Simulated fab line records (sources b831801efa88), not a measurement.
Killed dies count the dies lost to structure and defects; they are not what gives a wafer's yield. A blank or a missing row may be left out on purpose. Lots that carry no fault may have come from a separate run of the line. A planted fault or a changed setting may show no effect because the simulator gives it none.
Split-lot experiment / flow gf180mcu / on a route of 602 steps: 5 lots, 23 wafers read

## THE SPLIT
At GF_M3_SPUTTER_04 (material TiN, target thk 50 nm, time 41.7 s), the setting time_s was moved away from the recipe's 41.7 s on 11 of the 23 wafers read, by -12.3% to +10.6%. The other wafers ran this setting at the recipe's value.

Reading taken at the split's own step.

## THE READING
TiN_of_M3_SPUTTER_04.thk_nm (the simulator's own value, which no gauge read), in nm, at GF_M3_SPUTTER_04 (material TiN, target thk 50 nm, time 41.7 s). The file gives no usual value for it. Across the 12 wafers here that went through the recipe, the average is 50.11 nm and the standard deviation 0.32 nm.

wafer=L076.3; tool, chamber at the split=pvd_sputter-01, -; time_s as run, s=41.7; against the recipe=recipe; TiN_of_M3_SPUTTER_04.thk_nm, nm=50.07; against lot-mates on the recipe=-
wafer=L076.4; tool, chamber at the split=pvd_sputter-01, -; time_s as run, s=41.7; against the recipe=recipe; TiN_of_M3_SPUTTER_04.thk_nm, nm=50.03; against lot-mates on the recipe=-
wafer=L076.5; tool, chamber at the split=pvd_sputter-01, -; time_s as run, s=41.7; against the recipe=recipe; TiN_of_M3_SPUTTER_04.thk_nm, nm=50.22; against lot-mates on the recipe=-
wafer=L078.1; tool, chamber at the split=pvd_sputter-03, -; time_s as run, s=41.7; against the recipe=recipe; TiN_of_M3_SPUTTER_04.thk_nm, nm=50; against lot-mates on the recipe=-
wafer=L078.2; tool, chamber at the split=pvd_sputter-03, -; time_s as run, s=36.57; against the recipe=-12.3%; TiN_of_M3_SPUTTER_04.thk_nm, nm=44.81; against lot-mates on the recipe=-5.35
wafer=L078.4; tool, chamber at the split=pvd_sputter-03, -; time_s as run, s=41.7; against the recipe=recipe; TiN_of_M3_SPUTTER_04.thk_nm, nm=50.32; against lot-mates on the recipe=-
wafer=L078.5; tool, chamber at the split=pvd_sputter-03, -; time_s as run, s=36.57; against the recipe=-12.3%; TiN_of_M3_SPUTTER_04.thk_nm, nm=44.42; against lot-mates on the recipe=-5.74
wafer=L078.6; tool, chamber at the split=pvd_sputter-03, -; time_s as run, s=36.57; against the recipe=-12.3%; TiN_of_M3_SPUTTER_04.thk_nm, nm=43.93; against lot-mates on the recipe=-6.23
wafer=L079.1; tool, chamber at the split=pvd_sputter-03, -; time_s as run, s=39.24; against the recipe=-5.9%; TiN_of_M3_SPUTTER_04.thk_nm, nm=46.66; against lot-mates on the recipe=-3.72
wafer=L079.6; tool, chamber at the split=pvd_sputter-03, -; time_s as run, s=39.24; against the recipe=-5.9%; TiN_of_M3_SPUTTER_04.thk_nm, nm=46.66; against lot-mates on the recipe=-3.72
wafer=L079.2; tool, chamber at the split=pvd_sputter-03, -; time_s as run, s=39.24; against the recipe=-5.9%; TiN_of_M3_SPUTTER_04.thk_nm, nm=47.69; against lot-mates on the recipe=-2.69
wafer=L079.3; tool, chamber at the split=pvd_sputter-03, -; time_s as run, s=41.7; against the recipe=recipe; TiN_of_M3_SPUTTER_04.thk_nm, nm=50.6; against lot-mates on the recipe=-
wafer=L079.5; tool, chamber at the split=pvd_sputter-03, -; time_s as run, s=41.7; against the recipe=recipe; TiN_of_M3_SPUTTER_04.thk_nm, nm=50.15; against lot-mates on the recipe=-
wafer=L082.1; tool, chamber at the split=pvd_sputter-04, -; time_s as run, s=46.13; against the recipe=+10.6%; TiN_of_M3_SPUTTER_04.thk_nm, nm=56.25; against lot-mates on the recipe=+6.15
wafer=L082.2; tool, chamber at the split=pvd_sputter-04, -; time_s as run, s=41.7; against the recipe=recipe; TiN_of_M3_SPUTTER_04.thk_nm, nm=49.99; against lot-mates on the recipe=-
wafer=L082.3; tool, chamber at the split=pvd_sputter-04, -; time_s as run, s=46.13; against the recipe=+10.6%; TiN_of_M3_SPUTTER_04.thk_nm, nm=54.97; against lot-mates on the recipe=+4.87
wafer=L082.5; tool, chamber at the split=pvd_sputter-04, -; time_s as run, s=41.7; against the recipe=recipe; TiN_of_M3_SPUTTER_04.thk_nm, nm=50.74; against lot-mates on the recipe=-
wafer=L082.6; tool, chamber at the split=pvd_sputter-04, -; time_s as run, s=41.7; against the recipe=recipe; TiN_of_M3_SPUTTER_04.thk_nm, nm=49.56; against lot-mates on the recipe=-
wafer=L083.1; tool, chamber at the split=pvd_sputter-04, -; time_s as run, s=41.7; against the recipe=recipe; TiN_of_M3_SPUTTER_04.thk_nm, nm=49.67; against lot-mates on the recipe=-
wafer=L083.2; tool, chamber at the split=pvd_sputter-04, -; time_s as run, s=45.92; against the recipe=+10.1%; TiN_of_M3_SPUTTER_04.thk_nm, nm=54.77; against lot-mates on the recipe=+4.95
wafer=L083.3; tool, chamber at the split=pvd_sputter-04, -; time_s as run, s=45.92; against the recipe=+10.1%; TiN_of_M3_SPUTTER_04.thk_nm, nm=55.04; against lot-mates on the recipe=+5.22
wafer=L083.4; tool, chamber at the split=pvd_sputter-04, -; time_s as run, s=45.92; against the recipe=+10.1%; TiN_of_M3_SPUTTER_04.thk_nm, nm=54.7; against lot-mates on the recipe=+4.88
wafer=L083.5; tool, chamber at the split=pvd_sputter-04, -; time_s as run, s=41.7; against the recipe=recipe; TiN_of_M3_SPUTTER_04.thk_nm, nm=49.97; against lot-mates on the recipe=-

THE FIT
A straight line over all 23 wafers: TiN_of_M3_SPUTTER_04.thk_nm changes by +0.482 nm for each +1% of time_s; r = +0.99; the points scatter about the line by 0.43 nm.
The same after taking each lot's own level away (the mean of its wafers on the recipe; 23 wafers): +0.497 nm for each +1%; r = +0.99; scatter 0.43 nm.
On that fit, the largest move of time_s shifts the reading by 6.1 nm.
Measured against the standard deviation above, the lots' own levels, which go from 49.820 to 50.375 nm, span 1.7 times it.
The two slopes are in agreement: the lot-to-lot level therefore moves the slope only a little.
Check: -6.27 nm against its lot-mates is what the line predicts for one of the wafers moved furthest among these (-12.3%) when that wafer is left out of the fit. It came out at -5.35 nm against them.

## OTHER SPLITS APPLIED TO THESE WAFERS
Note: prior to the reading, these wafers also went through further splits. Each is held against what the fit with the lots' levels taken away leaves over:
other split on the same wafers=GF_SAB_CVD_00 rf_w; wafers away from the commonest value=9; r with TiN_of_M3_SPUTTER_04.thk_nm (lot level and that fit taken away)=-0.13
other split on the same wafers=GF_CONTACT_CMP_04 leave_above_ref_nm; wafers away from the commonest value=8; r with TiN_of_M3_SPUTTER_04.thk_nm (lot level and that fit taken away)=+0.09
other split on the same wafers=GF_CONTACT_COAT_09 resist_thk_nm; wafers away from the commonest value=9; r with TiN_of_M3_SPUTTER_04.thk_nm (lot level and that fit taken away)=+0.01
other split on the same wafers=GF_CONTACT_DEVELOP_13 develop_time_s; wafers away from the commonest value=3; r with TiN_of_M3_SPUTTER_04.thk_nm (lot level and that fit taken away)=-0.07
other split on the same wafers=GF_M1_SPUTTER_00 chamber_pressure_pa; wafers away from the commonest value=15; r with TiN_of_M3_SPUTTER_04.thk_nm (lot level and that fit taken away)=-0.22
other split on the same wafers=GF_M1_SPUTTER_01 power_w; wafers away from the commonest value=12; r with TiN_of_M3_SPUTTER_04.thk_nm (lot level and that fit taken away)=-0.40
other split on the same wafers=GF_V1_CMP_04 leave_above_ref_nm; wafers away from the commonest value=6; r with TiN_of_M3_SPUTTER_04.thk_nm (lot level and that fit taken away)=+0.08
other split on the same wafers=GF_V1_ETCH_16 source_w; wafers away from the commonest value=9; r with TiN_of_M3_SPUTTER_04.thk_nm (lot level and that fit taken away)=-0.14
other split on the same wafers=GF_V1_SPUTTER_21 time_s; wafers away from the commonest value=9; r with TiN_of_M3_SPUTTER_04.thk_nm (lot level and that fit taken away)=+0.43
other split on the same wafers=GF_M2_SPUTTER_04 chamber_pressure_pa; wafers away from the commonest value=10; r with TiN_of_M3_SPUTTER_04.thk_nm (lot level and that fit taken away)=-0.22
other split on the same wafers=GF_M2_PEB_12 peb_time_s; wafers away from the commonest value=8; r with TiN_of_M3_SPUTTER_04.thk_nm (lot level and that fit taken away)=+0.33
other split on the same wafers=GF_M3_SPUTTER_00 power_w; wafers away from the commonest value=10; r with TiN_of_M3_SPUTTER_04.thk_nm (lot level and that fit taken away)=+0.29

## FILE'S OWN FIT
TiN_of_M3_SPUTTER_04.thk_nm changes by +0.499 nm for each +1% of time_s, r = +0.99.
